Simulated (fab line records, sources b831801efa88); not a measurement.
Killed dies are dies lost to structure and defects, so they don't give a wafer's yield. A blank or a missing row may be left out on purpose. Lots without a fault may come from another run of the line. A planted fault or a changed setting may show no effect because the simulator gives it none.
Which tool did it? | flow sky130 | 6 lots, 18 wafers sampled, at 1 step of a route of 708

WHAT THE GAUGES READ, wafer by wafer
SKY_VT_ADJUST_HVTR_CD_MEAS_07: target cd 380 nm.
lot  | measured     | on        | cd_nm (nm)
L225 | day 9 23:59  | cd_sem-01 | 380.1 381.6 380.7
L227 | day 10 18:19 | cd_sem-01 | 377.7 376.5 376.6
L232 | day 12 05:57 | cd_sem-02 | 382.4 380.5 380.3
L240 | day 14 20:55 | cd_sem-02 | 379.5 380.0 377.9
L242 | day 15 08:14 | cd_sem-01 | 380.0 378.0 380.5
L245 | day 16 09:34 | cd_sem-01 | 379.5 375.0 375.8

WHICH TOOL RAN EACH LOT (tool, then ch and the chambers of the sampled wafers, then the start)
The record holds no process step before these readings.

THE ANSWER, worked out from the rows above alone
Rule: what is usual is taken from the lots themselves. Put in order of their means at a reading, lots are off if they are a third of the lots or fewer, leave a main group of 4 or more, and stand apart from it by a gap of 3 or more times the standard deviation of the main group's means; of several such gaps the widest counts. A main group whose means are all the same, to the digits that the tables above print for the reading, isn't used. A lot without any number at a reading at which 4 lots or more have one is off too. The other lots that the step has rows for count as sound.
No lot is off at any reading shown: from this, nothing can be told.

WHAT THE SIMULATOR HAD PUT IN
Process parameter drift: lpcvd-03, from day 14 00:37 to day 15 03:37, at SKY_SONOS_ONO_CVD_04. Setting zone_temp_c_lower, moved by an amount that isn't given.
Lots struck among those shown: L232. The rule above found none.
